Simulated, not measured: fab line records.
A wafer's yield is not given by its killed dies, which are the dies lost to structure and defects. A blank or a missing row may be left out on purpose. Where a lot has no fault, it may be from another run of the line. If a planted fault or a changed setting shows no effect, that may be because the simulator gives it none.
Comparing a struck lot with a sound one	flow sky130	17 out of 708 route steps
Sound: these wafers, L905.1, L905.4, L905.5. Wafers struck: L914.4, L914.5, L914.6. The cause is named last.
At each step with rows: each side's tool, then ch and its chambers, then its first start. Under that, the readings that differ: sound wafers	struck wafers	difference of the means	sigmas: that difference in standard deviations of wafers without a fault.
alike: words and numbers the same on both sides, and readings whose means are apart by under 2 such deviations; not compared: readings that were withheld, readings missing a value for some wafer, numbers with overlapping values and no deviation given by the record, and bounds like >300 which may hide the same value.
A row with sigmas, a row that says differs or no value, or rows on one side alone: a step with any of these is where the two part. Non-overlapping numbers with no deviation appear without sigmas and do not part them. A reading that every wafer of one side lacks parts them only if that side has two wafers or more.

SKY_LDD_HVN_OVL_MEAS_07:
  struck on overlay-02, day 24 01:01; sound on overlay-02, day 20 08:40
  alike: LDD_HVN_OVL
following that, these wafers have no rows for 1 step: SKY_LDD_HVN_IMPLANT_08.
SKY_LDD_HVN_STRIP_09: strips in O2/N2.
  sound on plasma-asher-03 ch 1, day 20 08:52; struck on plasma-asher-03 ch 0,1, day 24 01:13
  alike: drypump-motor-current-A, o2-flow-sccm, oes-product-au, strip-time-to-endpoint-s
  not compared: rf-hours-counter-h
SKY_LDD_HVN_TW_MEAS_10:
  struck on film-metro-03, day 24 01:19; sound on film-metro-03, day 20 08:58
  alike: LDD_HVN_TW
then, 7 steps without rows for these wafers: SKY_LDD_HVP_DEHYDRATE_00 (time 60 s); SKY_LDD_HVP_HMDS_01 (prime time 60 s); SKY_LDD_HVP_COAT_02 (resist thk 300 nm); SKY_LDD_HVP_SOFTBAKE_03 (time 60 s); SKY_LDD_HVP_EXPOSE_04 (exposes mask HVPTM, target cd 700 nm); SKY_LDD_HVP_PEB_05; SKY_LDD_HVP_DEVELOP_06 (develop time 60 s).
SKY_LDD_HVP_OVL_MEAS_07:
  struck on overlay-02, day 25 07:07; sound on overlay-02, day 21 15:30
  alike: LDD_HVP_OVL
SKY_LDD_HVP_IMPLANT_08:
  sound on implanter-03 ch 0, day 21 15:32; struck on implanter-04 ch 0, day 25 07:12
reading	sound	struck	difference	sigmas
implant-ion-amu	11 11 11	49 49 49	+38	
model.implant.rp-nm (nm)	64.29 64.29 64.29	17.09 17.09 17.09	-47.20	
model.implant.drp-nm (nm)	28.53 28.53 28.53	9.782 9.782 9.782	-18.748	
  alike: beam-on-s
SKY_LDD_HVP_STRIP_09: strips in O2/N2.
  sound on plasma-asher-03 ch 1, day 21 15:41; struck on plasma-asher-03 ch 0,1, day 25 07:19
  alike: drypump-motor-current-A, o2-flow-sccm, oes-product-au, strip-time-to-endpoint-s
  not compared: rf-hours-counter-h
SKY_LDD_HVP_TW_MEAS_10:
  struck on film-metro-02, day 25 07:25; sound on film-metro-01, day 21 15:47
reading	sound	struck	difference	sigmas
LDD_HVP_TW	450 450 448	719 715 713	+266	+74
then, 1 step without rows for these wafers: SKY_LDD_LDN_DEHYDRATE_00 (time 60 s).
-- record jumps: 23 days separate the struck wafers' starts on either side; left off in module LDD_LDN, taken up again in module PAD_OPEN, whose first shown step is the route's number 708 --
SKY_PAD_OPEN_PROBE_99:
  struck on prober-02, day 48 06:47; sound on prober-01, day 45 20:31
reading	sound	struck	difference	sigmas
model.etest.tip_p_5v.rs-ohm-sq	2843 2849 2835	4608 4585 4588	+1751	
model.etest.pfet-g5v0d10v5.r-on-ohm-um	4689 4711 4716	5291 5239 5230	+548	
model.etest.pfet-g5v0d10v5.drive-ua-um	347.8 346.8 349.4	303.9 309.1 303.6	-42.5	
model.etest.res-pdiff-hv.rs-ohm-sq	190.1 190 190.4	198 198.7 197.5	+8	
model.etest.ring_5v.delay-ps	44.66 45.03 45.05	47.17 47.15 46.98	+2.19	
model.etest.pfet-g5v0d10v5.off-log10-a-um	-12.47 -12.35 -12.51	-13.2 -13.28 -13.32	-0.8	
model.etest.pfet-g5v0d10v5.vt-sat-v (V)	-0.637 -0.6209 -0.6248	-0.8049 -0.7624 -0.7971	-0.1606	
  alike: killed_at_M0_to_M3, killed_at_M4_up, killed-at-contacts, killed-at-front-end, killed-at-other, killed-dies, killed-open, killed-short
  not compared: model.etest.tip_p_5v.rs-ohm-sq-range

== WHERE THEY PART ==
Within this record, at SKY_LDD_HVP_TW_MEAS_10 only. Later steps at which nothing parts them and some readings are alike: SKY_PAD_OPEN_PROBE_99.

WHY: the cause the simulator had injected
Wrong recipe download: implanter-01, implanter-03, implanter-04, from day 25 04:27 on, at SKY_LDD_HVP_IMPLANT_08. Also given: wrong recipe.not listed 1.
